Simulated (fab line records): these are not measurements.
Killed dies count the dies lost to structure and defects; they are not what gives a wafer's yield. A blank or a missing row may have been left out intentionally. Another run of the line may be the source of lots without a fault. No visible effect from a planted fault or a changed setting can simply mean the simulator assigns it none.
Problem report in the 8D (eight disciplines) form, filled by code :: flow gf180mcu :: the parts of the form that need people (team, actions taken, sign-off) are left out

1. WHAT WENT WRONG
Mean of runLengthS at GF_STI_ETCH_14: 115.51 s across 9 wafers in 3 lots; on wafers with no fault it is 131.09 s (standard deviation 0.27). That puts it -58 standard deviations away from the usual mean.
The step: etches Si in HBr/Cl2/O2, target depth 360 nm, time 102.9 s.
Seen first at day 5 06:54 on rieSi-01, wafer L356.2. The record has a number at this step for 36 wafers belonging to 12 lots. Rule for "out", or "out of limits": more than 4 standard deviations from the usual mean. Any other wafer with a number is counted as sound.

2. WHAT IT IS, WHAT IT ISN'T
question: which readings at this step
is: runLengthS
is not: drypumpMotorCurrentA, mfcCl2Sccm, oesProductAu, throttleValvePct

question: which lots
is: L356, L358, L359
is not: L341, L342, L343, L351, L353, L354, L355, L360, L362

question: which wafers of those lots
is: all that have a number
is not: -

question: read on which tools
is: rieSi-01
is not: rieSi-02

question: when
is: from day 5 06:54
is not: up to then (21 sound wafers); but 6 sound wafers of L360, L362 came after

3. SUSPECTS, AND WHAT RULES EACH OUT
Counting: a tool at any process step up to the reading remains a suspect when it ran all the lots that are out and ran no sound lot after the first of those.
- rieSi-01 at GF_STI_ETCH_14 (etches Si in HBr/Cl2/O2, target depth 360 nm, time 102.9 s): kept. It ran every lot that is out, first L356 (day 5 06:54), and no sound lot after that; its last sound lot up to then is L353 (day 4 16:41). Out on those wafers are its own readings of runLengthS.
Left after counting: rieSi-01 at GF_STI_ETCH_14.

4. THE CAUSE (what the simulator had put in)
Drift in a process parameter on rieSi-01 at GF_STI_ETCH_14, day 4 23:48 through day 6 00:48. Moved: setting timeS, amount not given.
This tool alone remained once counting was done.

5. THE EFFECT CHAIN, in route order
Rows list readings where the struck wafers' mean (over those with a number) sits beyond 3 standard deviations from the usual. Readings are gone through only where the record gives a usual standard deviation; hours: the median, over the lots, of the time from a lot's start at the first step in this table giving one to that lot's start at this step; sigmas: the change measured in usual standard deviations.
hours: 0
step: GF_STI_ETCH_14
reading: runLengthS
usual: 131.09 s
on struck wafers: 115.51
change: -15.58
sigmas: -58

hours: 0
step: GF_STI_STRIP_15
reading: stripTimeToEndpointS
usual: 3.71 s
on struck wafers: 3.93
change: +0.22
sigmas: +4.1
The process steps in it:
- GF_STI_ETCH_14: etches Si in HBr/Cl2/O2, target depth 360 nm, time 102.9 s.
- GF_STI_STRIP_15: strips in O2/N2.
At these later measuring or inspecting steps, every struck wafer for which the step has a row has a number for every such reading, and none has moved that far: GF_VT_IMPLANT_TW_MEAS_10, GF_POLY_GATE_OVL_MEAS_11.

6. WHAT WOULD HAVE CAUGHT IT SOONER
First out-of-limits reading in this record: day 5 06:54, which is 7 hours after fault onset at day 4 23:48.
